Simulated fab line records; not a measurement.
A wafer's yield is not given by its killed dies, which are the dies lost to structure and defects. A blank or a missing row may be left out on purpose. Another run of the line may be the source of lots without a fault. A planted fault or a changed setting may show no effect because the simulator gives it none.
Tool commonality check + flow gf180mcu + Sample size 14 lots and 42 wafers

## REASON IT WAS OPENED
At GF_M4_RS_MEAS_05 the reading M4_ALCU_RS is flagged on 2 of 14 lots. Wafers without a fault read 0.0697 ohm/sq, standard deviation 0.00066.
Rule: a lot is flagged in two cases, either no wafer of it has a number, or all its wafers with numbers fall more than 4 standard deviations from that mean. The rest of the lots are taken to be sound.

| lot  | measured     | on            | M4_ALCU_RS (ohm/sq), wafer by wafer | flag    |
|------|--------------|---------------|-------------------------------------|---------|
| L295 | day 22 09:17 | film metro-02 | 0.0702 0.0701 0.0708                |         |
| L296 | day 23 01:46 | film metro-02 | 0.0700 0.0694 0.0693                |         |
| L297 | day 23 06:24 | film metro-02 | 0.0695 0.0694 0.0691                |         |
| L303 | day 25 07:59 | film metro-03 | 6.9834 6.9958 6.9761                | FLAGGED |
| L304 | day 25 11:04 | film metro-03 | 6.9841 6.9934 7.0395                | FLAGGED |
| L307 | day 26 10:42 | film metro-03 | 0.0700 0.0691 0.0693                |         |
| L308 | day 26 23:46 | film metro-02 | 0.0685 0.0695 0.0693                |         |
| L311 | day 28 02:17 | film metro-02 | 0.0699 0.0691 0.0702                |         |
| L312 | day 28 04:11 | film metro-02 | 0.0707 0.0707 0.0699                |         |
| L313 | day 28 17:07 | film metro-02 | 0.0692 0.0697 0.0691                |         |
| L315 | day 29 00:51 | film metro-01 | 0.0701 0.0696 0.0697                |         |
| L314 | day 29 01:09 | film metro-01 | 0.0694 0.0688 0.0696                |         |
| L317 | day 29 15:10 | film metro-02 | 0.0697 0.0703 0.0694                |         |
| L318 | day 29 19:50 | film metro-01 | 0.0709 0.0712 0.0712                |         |
On average the flagged lots read 6.9954 ohm/sq, which is +6.9257 ohm/sq against the usual, or +99 or more standard deviations.

## TOOL THAT RAN EACH LOT
The record holds 2 process steps before the reading, out of a route of 602 steps. In each cell: the tool, then ch and the chambers that the sampled wafers went through, then the start.
| lot  | flag    | GF_V3_CMP_04                  | GF_M4_SPUTTER_02             |
|------|---------|-------------------------------|------------------------------|
| L295 |         | cmp-01 ch 1,2, day 21 07:45   | pvd sputter-01, day 22 09:12 |
| L296 |         | cmp-02 ch 1,2,3, day 22 00:35 | pvd sputter-04, day 23 01:41 |
| L297 |         | cmp-01 ch 0,1, day 22 05:08   | pvd sputter-02, day 23 06:17 |
| L303 | FLAGGED | cmp-02 ch 0,2,3, day 24 08:28 | pvd sputter-02, day 25 07:52 |
| L304 | FLAGGED | cmp-01 ch 1,2,3, day 24 11:32 | pvd sputter-02, day 25 10:58 |
| L307 |         | cmp-02 ch 1,2,3, day 25 10:56 | pvd sputter-04, day 26 10:37 |
| L308 |         | cmp-01 ch 1,2, day 26 01:05   | pvd sputter-02, day 26 23:40 |
| L311 |         | cmp-02 ch 2,3, day 27 04:15   | pvd sputter-02, day 28 02:10 |
| L312 |         | cmp-01 ch 0,1,3, day 27 06:04 | pvd sputter-02, day 28 04:05 |
| L313 |         | cmp-01 ch 0,1,3, day 27 19:37 | pvd sputter-01, day 28 17:02 |
| L315 |         | cmp-01 ch 0,1,3, day 28 02:59 | pvd sputter-04, day 29 00:46 |
| L314 |         | cmp-01 ch 0,3, day 28 03:46   | pvd sputter-02, day 29 01:04 |
| L317 |         | cmp-02 ch 1,2,3, day 28 18:17 | pvd sputter-02, day 29 15:04 |
| L318 |         | cmp-02 ch 1,2,3, day 28 23:36 | pvd sputter-04, day 29 19:45 |
What is done by these steps:
- GF_V3_CMP_04: polishes SiO2.
- GF_M4_SPUTTER_02: material AlCu, target thk 450 nm, time 23.9 s.
- GF_M4_RS_MEAS_05: measures by four-point-probe.

## FLAGGED OVER TOTAL, TOOL BY TOOL (the gauges that took the reading come last)
| step             | tool           | lots run | flagged | share of the flagged lots | sound lots run after its first flagged lot |
|------------------|----------------|----------|---------|---------------------------|--------------------------------------------|
| GF_V3_CMP_04     | cmp-01         | 8        | 1       | some                      | 5 (L308,L312,L313,L315,L314)               |
| GF_V3_CMP_04     | cmp-02         | 6        | 1       | some                      | 4 (L307,L311,L317,L318)                    |
| GF_M4_SPUTTER_02 | pvd sputter-01 | 2        | 0       | none                      | -                                          |
| GF_M4_SPUTTER_02 | pvd sputter-02 | 8        | 2       | all                       | 5 (L308,L311,L312,L314,L317)               |
| GF_M4_SPUTTER_02 | pvd sputter-04 | 4        | 0       | none                      | -                                          |
| GF_M4_RS_MEAS_05 | film metro-01  | 3        | 0       | none                      | -                                          |
| GF_M4_RS_MEAS_05 | film metro-02  | 8        | 0       | none                      | -                                          |
| GF_M4_RS_MEAS_05 | film metro-03  | 3        | 2       | all                       | 1 (L307)                                   |

## WHAT THE TABLE ALLOWS
In 2 table rows, all flagged lots were run: pvd sputter-02 (GF_M4_SPUTTER_02), film metro-03 (GF_M4_RS_MEAS_05).
- pvd sputter-02 at GF_M4_SPUTTER_02 ran 8 lots, 2 of them flagged. Lots that were sound ran on it after the first flagged one (L308, L311, L312, L314, L317); a persistent fault on the entire tool would not allow that. On the flagged lots its readings are blank where sound lots have values: cathode dc power W, chamber pressure pa, throttle valve pct.
- film metro-03 at GF_M4_RS_MEAS_05 ran 3 lots, 2 of them flagged. Lots that were sound ran on it after the first flagged one (L307); a persistent fault on the entire tool would not allow that.
There is no row in the table that ran each flagged lot and no sound lot after the first.

## WHAT THE SIMULATOR HAD PUT IN
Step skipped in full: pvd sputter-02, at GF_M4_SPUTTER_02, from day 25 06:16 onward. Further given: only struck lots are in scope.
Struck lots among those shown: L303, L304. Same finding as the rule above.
